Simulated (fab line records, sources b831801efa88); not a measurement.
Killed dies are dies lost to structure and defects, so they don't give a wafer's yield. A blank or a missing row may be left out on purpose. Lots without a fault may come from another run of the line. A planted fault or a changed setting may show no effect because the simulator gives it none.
Which tool did it? | flow sky130 | 11 lots, 33 wafers sampled, at 2 steps of a route of 708

WHAT THE GAUGES READ, wafer by wafer
SKY_VT_ADJUST_LVTN_OVL_MEAS_18.
lot  | measured     | on         | VT_ADJUST_LVTN_01_OVL (nm)
L166 | day 8 07:07  | overlay-01 | -1.1 -2.6 -4.2
L168 | day 8 18:25  | overlay-02 | 2.8 2.6 1.4
L170 | day 9 09:16  | overlay-02 | -0.1 0.4 0.1
L171 | day 9 14:56  | overlay-01 | -0.2 0.5 -1.3
L178 | day 11 11:30 | overlay-01 | 0.0 1.5 1.2
L179 | day 11 16:22 | overlay-02 | -1.7 -2.0 -1.3
L184 | day 12 22:37 | overlay-02 | -1.0 -2.1 -1.0
L185 | day 13 09:31 | overlay-01 | -3.0 -2.9 -3.2
L186 | day 13 16:25 | overlay-02 | 3.1 3.0 2.2
L187 | day 13 22:38 | overlay-02 | -2.3 -3.4 -2.1
L188 | day 14 02:48 | overlay-01 | -3.7 -3.8 -1.9

WHICH TOOL RAN EACH LOT (tool, then ch and the chambers of the sampled wafers, then the start)
lot  | SKY_NWELL_STRIP_25
L166 | plasma_asher-03 ch 0,1, day 5 18:56
L168 | plasma_asher-04 ch 0,1, day 6 05:25
L170 | plasma_asher-02 ch 0,1, day 6 18:59
L171 | plasma_asher-04 ch 0,1, day 6 23:32
L178 | plasma_asher-03 ch 0, day 8 16:01
L179 | plasma_asher-03 ch 0,1, day 8 21:11
L184 | plasma_asher-03 ch 0,1, day 10 01:59
L185 | plasma_asher-03 ch 0,1, day 10 11:16
L186 | plasma_asher-04 ch 0, day 10 18:29
L187 | plasma_asher-02 ch 0,1, day 10 23:14
L188 | plasma_asher-03 ch 0,1, day 11 03:01
- SKY_NWELL_STRIP_25: strips in O2/N2.

WHAT THE TOOLS THEMSELVES READ (means of the sampled wafers that have a number; where no wafer has one, the mark that the record gives instead)
SKY_NWELL_STRIP_25.
lot  | tool            | drypump_motor_current_A (A) | oes_product_au (a.u.) | strip_time_to_endpoint_s (s)
L166 | plasma_asher-03 | 6.4                         | 0.726                 | 36.97
L168 | plasma_asher-04 | 5.6                         | 0.721                 | 36.89
L170 | plasma_asher-02 | 6.0                         | 0.722                 | 36.78
L171 | plasma_asher-04 | 5.9                         | 0.718                 | 36.98
L178 | plasma_asher-03 | 6.3                         | 0.726                 | 36.98
L179 | plasma_asher-03 | 6.4                         | 0.724                 | 36.91
L184 | plasma_asher-03 | 6.4                         | 0.726                 | 36.79
L185 | plasma_asher-03 | 6.4                         | 0.725                 | 36.93
L186 | plasma_asher-04 | 6.3                         | 0.723                 | 37.07
L187 | plasma_asher-02 | 6.0                         | 0.721                 | 36.83
L188 | plasma_asher-03 | 6.4                         | 0.719                 | 36.80

THE ANSWER, worked out from the rows above alone
Rule: what is usual is taken from the lots themselves. Put in order of their means at a reading, lots are off if they are a third of the lots or fewer, leave a main group of 4 or more, and stand apart from it by a gap of 3 or more times the standard deviation of the main group's means; of several such gaps the widest counts. A main group whose means are all the same, to the digits that the tables above print for the reading, isn't used. A lot without any number at a reading at which 4 lots or more have one is off too. The other lots that the step has rows for count as sound. The gauges are gone through in route order, then the tools' own readings, and for those a lot's mean is taken as printed above. The first step at which some lot is off is used, and at that step the reading that is off furthest; a lot without a number counts as furthest.
No lot is off at any reading shown: from this, nothing can be told.

WHAT THE SIMULATOR HAD PUT IN
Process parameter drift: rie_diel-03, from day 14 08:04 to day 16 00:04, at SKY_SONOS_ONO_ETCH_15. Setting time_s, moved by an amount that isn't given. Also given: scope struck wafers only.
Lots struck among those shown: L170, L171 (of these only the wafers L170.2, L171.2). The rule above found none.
